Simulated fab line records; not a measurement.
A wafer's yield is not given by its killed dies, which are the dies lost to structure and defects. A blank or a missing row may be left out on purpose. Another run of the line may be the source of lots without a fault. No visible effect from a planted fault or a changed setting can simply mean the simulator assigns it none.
Which tool was responsible?	flow gf180mcu	10 lots, 30 wafers sampled, at 5 steps of a route of 602

## WHAT THE GAUGES READ, wafer by wafer
GF_TOP_METAL_CD_MEAS_14: target cd 440 nm. Usual: 440.1 nm for cd_nm, sd 2.3.
lot	measured	on	cd_nm (nm)	flag
L842	day 28 02:15	cd_sem-02	444.0 443.7 442.1	
L844	day 28 18:02	cd_sem-02	441.8 439.2 440.5	
L847	day 29 16:30	cd_sem-02	438.3 437.3 440.4	
L848	day 30 02:05	cd_sem-02	437.6 437.7 436.4	
L849	day 30 13:05	cd_sem-01	440.1 441.6 438.3	
L851	day 30 18:39	cd_sem-02	440.4 440.5 438.2	
L852	day 31 01:16	cd_sem-02	439.0 437.9 440.1	
L853	day 31 11:41	cd_sem-01	440.7 442.9 439.4	
L858	day 32 17:16	cd_sem-02	430.7 428.3 429.5	OFF
L860	day 33 02:05	cd_sem-02	429.8 429.0 429.9	OFF

## WHAT TOOL EACH LOT RAN ON (gives the tool, then ch and the chambers of the sampled wafers, and finally the start)
lot	GF_M5_ETCH_09	GF_M5_STRIP_11	GF_V5_CMP_26	GF_TOP_METAL_COAT_09
L842	rie_diel-04 ch 0,1, day 26 07:02	plasma_asher-04 ch 0,1, day 26 07:11	cmp-02 ch 0,2, day 27 06:19	litho_track-04 ch 0, day 27 16:22
L844	rie_diel-03 ch 1,3, day 26 23:24	plasma_asher-01 ch 0,1, day 26 23:33	cmp-02 ch 1,2,3, day 27 21:56	litho_track-02 ch 0, day 28 08:05
L847	rie_diel-02 ch 1,3, day 27 22:53	plasma_asher-01 ch 0,1, day 27 23:10	cmp-02 ch 2,3, day 28 21:16	litho_track-02 ch 0, day 29 06:52
L848	rie_diel-04 ch 0,1,3, day 28 08:39	plasma_asher-01 ch 0,1, day 28 08:50	cmp-02 ch 1,2, day 29 07:11	litho_track-04 ch 0, day 29 17:05
L849	rie_diel-04 ch 0,1,3, day 28 19:47	plasma_asher-01 ch 0,1, day 28 19:56	cmp-01 ch 0,2,3, day 29 17:35	litho_track-01 ch 0, day 30 03:32
L851	rie_diel-02 ch 0,3, day 29 02:40	plasma_asher-01 ch 0,1, day 29 02:50	cmp-01 ch 0,2, day 30 00:00	litho_track-04 ch 0, day 30 09:27
L852	rie_diel-02 ch 2,3, day 29 10:07	plasma_asher-01 ch 0,1, day 29 10:17	cmp-01 ch 0,3, day 30 07:05	litho_track-04 ch 0, day 30 16:08
L853	rie_diel-03 ch 1,2,3, day 29 20:26	plasma_asher-04 ch 0,1, day 29 20:36	cmp-01 ch 1,2,3, day 30 17:24	litho_track-04 ch 0, day 31 02:57
L858	rie_diel-04 ch 1,2, day 31 03:42	plasma_asher-01 ch 0,1, day 31 03:53	cmp-01 ch 0,2,3, day 32 00:14	litho_track-04 ch 0, day 32 08:44
L860	rie_diel-02 ch 0,1,3, day 31 15:17	plasma_asher-01 ch 0,1, day 31 15:26	cmp-01 ch 0,2,3, day 32 09:55	litho_track-04 ch 0, day 32 18:20
- GF_M5_ETCH_09: etches Si3N4 in CF4/O2, target depth 52 nm, time 11.6 s.
- GF_M5_STRIP_11: strips in O2/N2.
- GF_V5_CMP_26: polishes, stops on SiO2, t overpolish 15 s, target thk 0 nm.
- GF_TOP_METAL_COAT_09: resist thk 1500 nm.

## AS READ BY THE TOOLS THEMSELVES (means over the sampled wafers that have a number; for cases with no such wafer, the mark the record gives instead)
GF_M5_ETCH_09. Usual: bias_w 150.0 W, standard deviation 0.44; drypump_motor_current_A 5.5 A, standard deviation 0.48; oes_product_au 1.002 a.u., standard deviation 0.012; throttle_valve_pct 5.973 %, standard deviation 0.01.
lot	tool	bias_w (W)	drypump_motor_current_A (A)	oes_product_au (a.u.)	throttle_valve_pct (%)	flag
L842	rie_diel-04	150.4	5.7	0.999	5.973	
L844	rie_diel-03	149.5	5.1	1.010	5.973	
L847	rie_diel-02	149.9	6.3	0.990	5.971	
L848	rie_diel-04	150.6	5.7	1.001	5.967	
L849	rie_diel-04	149.7	5.7	0.997	5.969	
L851	rie_diel-02	150.0	6.2	0.997	5.970	
L852	rie_diel-02	150.2	5.9	0.995	5.969	
L853	rie_diel-03	150.2	5.1	1.018	5.980	
L858	rie_diel-04	150.0	5.7	0.994	5.976	
L860	rie_diel-02	149.8	6.1	0.999	5.969	

GF_M5_STRIP_11. Usual: drypump_motor_current_A 5.71 A, standard deviation 0.26; heater_power_w 341 W, standard deviation 29; oes_product_au 0.525 a.u., standard deviation 0.0045; strip_time_to_endpoint_s 7.09 s, standard deviation 0.047.
lot	tool	drypump_motor_current_A (A)	heater_power_w (W)	oes_product_au (a.u.)	strip_time_to_endpoint_s (s)	flag
L842	plasma_asher-04	5.64	310	0.530	7.14	
L844	plasma_asher-01	5.66	364	0.520	7.07	
L847	plasma_asher-01	5.87	370	0.527	7.13	
L848	plasma_asher-01	5.66	361	0.529	7.12	
L849	plasma_asher-01	5.85	368	0.523	7.12	
L851	plasma_asher-01	5.67	356	0.520	7.11	
L852	plasma_asher-01	5.88	373	0.525	7.08	
L853	plasma_asher-04	5.63	310	0.524	7.08	
L858	plasma_asher-01	5.91	366	0.523	7.00	
L860	plasma_asher-01	5.89	371	0.526	7.12	

GF_V5_CMP_26. Usual: motor_current_A 10.3 A, standard deviation 0.81; overpolish_run_s 14.999 s, standard deviation 0.0086; slurry_flow_ml_min 149.9, standard deviation 0.44; time_to_endpoint_s 84 s, standard deviation 3.5.
lot	tool	motor_current_A (A)	overpolish_run_s (s)	slurry_flow_ml_min	time_to_endpoint_s (s)	flag
L842	cmp-02	11.3	14.997	149.9	86	
L844	cmp-02	10.5	14.993	150.3	80	
L847	cmp-02	10.5	15.008	149.6	83	
L848	cmp-02	10.0	15.004	149.7	85	
L849	cmp-01	9.5	14.993	150.0	88	
L851	cmp-01	9.5	14.995	149.7	81	
L852	cmp-01	9.7	14.998	150.0	79	
L853	cmp-01	10.2	15.002	150.2	86	
L858	cmp-01	9.5	14.995	150.2	82	
L860	cmp-01	9.5	14.999	149.8	83	

## THE ANSWER, worked out from the rows above alone
Rule: lot off if the mean of its wafers having a number is beyond 3 standard deviations from the usual mean. A lot without any number at a reading at which 4 lots or more have one is off too. Where the step has rows for the other lots, those lots are counted as sound. The gauges are gone through in route order, then the tools' own readings, and for those a lot's mean is taken as printed above. The first step at which some lot is off is used, and at that step the reading that is off furthest; a lot without a number counts as furthest.
Off: L858, L860, at GF_TOP_METAL_CD_MEAS_14 (cd_nm).
If a tool, at a process step before that reading, ran all the lots that are off and no sound lot after the first of them, it fits. Gauges at GF_TOP_METAL_CD_MEAS_14: tried the same way as those tools. Can't be told from this: 4 tools fit, plasma_asher-01 at GF_M5_STRIP_11, cmp-01 at GF_V5_CMP_26, litho_track-04 at GF_TOP_METAL_COAT_09, cd_sem-02 at GF_TOP_METAL_CD_MEAS_14.

## WHAT THE SIMULATOR HAD INSERTED
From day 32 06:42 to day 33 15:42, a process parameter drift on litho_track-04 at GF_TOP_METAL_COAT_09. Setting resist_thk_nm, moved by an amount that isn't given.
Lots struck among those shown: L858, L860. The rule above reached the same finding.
